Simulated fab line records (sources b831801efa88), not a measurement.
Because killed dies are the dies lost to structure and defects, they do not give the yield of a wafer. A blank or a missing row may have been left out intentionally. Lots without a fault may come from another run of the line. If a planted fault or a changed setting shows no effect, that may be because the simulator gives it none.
A struck lot beside a sound one    flow gf180mcu    20 out of 602 route steps
Sound: wafers L550.1, L550.4, L550.6. Struck: wafer L558.3; the same lot's L558.2 was not struck, so it is left out; see the end for the cause.
At each step with rows: each side's tool, then ch and its chambers, then its first start. Under that, the readings that differ: sound wafers    struck wafers    difference of the means    sigmas: that difference in standard deviations of wafers without a fault.
alike: readings whose means differ by less than 2 such deviations, and words and numbers that are the same on both sides. not compared: withheld readings, readings that some wafer has no value for, bounds like >300 that may hide the same value, and numbers for which the record gives no deviation and whose values overlap.
Wherever a step has rows on one side only, a row that says differs or no value, or a row with sigmas, the two part there. Non-overlapping numbers with no deviation appear without sigmas and do not part them. Lack of a reading on every wafer of one side parts them only where that side has two or more wafers.

first, 1 step without rows for these wafers: GF_V1_CVD_00 (deposits SiO2, target thk 600 nm, time 100 s).
GF_V1_THK_MEAS_01:
  struck on film-metro-02, day 20 08:20; sound on film-metro-01, day 17 06:26
  alike: V1_CVD_00_THK
GF_V1_CVD_02: deposits SiO2 from TEOS, target thk 850 nm, time 94.851 s.
  sound on pecvd-04 ch 0,2, day 17 06:29; struck on pecvd-03 ch 1, day 20 08:23
  alike: heater-power-w
GF_V1_THK_MEAS_03:
  struck on film-metro-04, day 20 08:28; sound on film-metro-02, day 17 06:34
  alike: V1_CVD_02_THK
GF_V1_CMP_04: polishes SiO2.
  sound on cmp-01 ch 0,2, day 17 06:40; struck on cmp-02 ch 2, day 20 08:34
  alike: motor-current-A, time-to-endpoint-s
GF_V1_BOW_MEAS_05:
  struck on film-metro-02, day 20 08:50; sound on film-metro-01, day 17 06:55
reading      sound     struck  difference  sigmas
V1_BOW (um)  68 74 67  90      +20         +3
then, 6 steps without rows for these wafers: GF_V1_DEHYDRATE_06 (time 60 s); GF_V1_HMDS_07 (prime time 60 s); GF_V1_COAT_08; GF_V1_COAT_09 (resist thk 1000 nm); GF_V1_SOFTBAKE_10 (time 60 s); GF_V1_EXPOSE_11 (exposes mask Via1, target cd 260 nm).
GF_V1_PEB_12: peb time 90 s.
  sound on litho-track-02 ch 0, day 18 05:47; struck on litho-track-03 ch 0, day 21 09:02
then, 1 step without rows for these wafers: GF_V1_DEVELOP_13 (develop time 60 s).
GF_V1_CD_MEAS_14 targets a cd of 260 nm.
  struck on cd-sem-02, day 21 09:22; sound on cd-sem-01, day 18 06:08
reading     sound              struck  difference  sigmas
cd-nm (nm)  259.0 259.9 260.2  263.5   +3.8        +3
GF_V1_OVL_MEAS_15:
  struck on overlay-01, day 21 09:28; sound on overlay-02, day 18 06:16
  alike: V1_OVL
GF_V1_ETCH_16: etches BARC in N2/H2.
  sound on rie-diel-01 ch 0,1, day 18 06:17; struck on rie-diel-04 ch 1, day 21 09:30
reading                 sound                 struck  difference  sigmas
throttle-valve-pct (%)  13.235 13.226 13.209  13.200  -0.023      -3
model.V1.cd-nm (nm)     259.4 260.5 260.4     263.9   +3.8        
  alike: bias-w, drypump-motor-current-A, oes-product-au
GF_V1_ETCH_17: etches SiO2 in C4F8/O2/Ar, stops on TiN, target depth 630 nm.
  sound on rie-diel-01 ch 0,1; struck on rie-diel-04 ch 1
reading              sound              struck  difference  sigmas
model.V1.cd-nm (nm)  258.9 260.7 259.8  263.5   +3.7        
  alike: bias-w, oes-product-au
GF_V1_STRIP_18: strips in O2/N2.
  sound on plasma-asher-02 ch 0,1, day 18 06:25; struck on plasma-asher-03 ch 0, day 21 09:38
  alike: drypump-motor-current-A, heater-power-w, oes-product-au
  not compared: rf-hours-counter-h
-- the record jumps here: 10 days lie between the struck wafers' starts before and after (it left off in module V1 and takes up again in module PASSIVATION, whose first step shown is number 602 of the route) --
GF_PASSIVATION_PROBE_99:
  the record has rows for the struck wafers here (prober-01, day 31 14:07) and none for the sound ones

## WHERE THEY PART
Last at GF_PASSIVATION_PROBE_99 as far as this record goes, first at GF_V1_BOW_MEAS_05.

WHY: what had been put in by the simulator
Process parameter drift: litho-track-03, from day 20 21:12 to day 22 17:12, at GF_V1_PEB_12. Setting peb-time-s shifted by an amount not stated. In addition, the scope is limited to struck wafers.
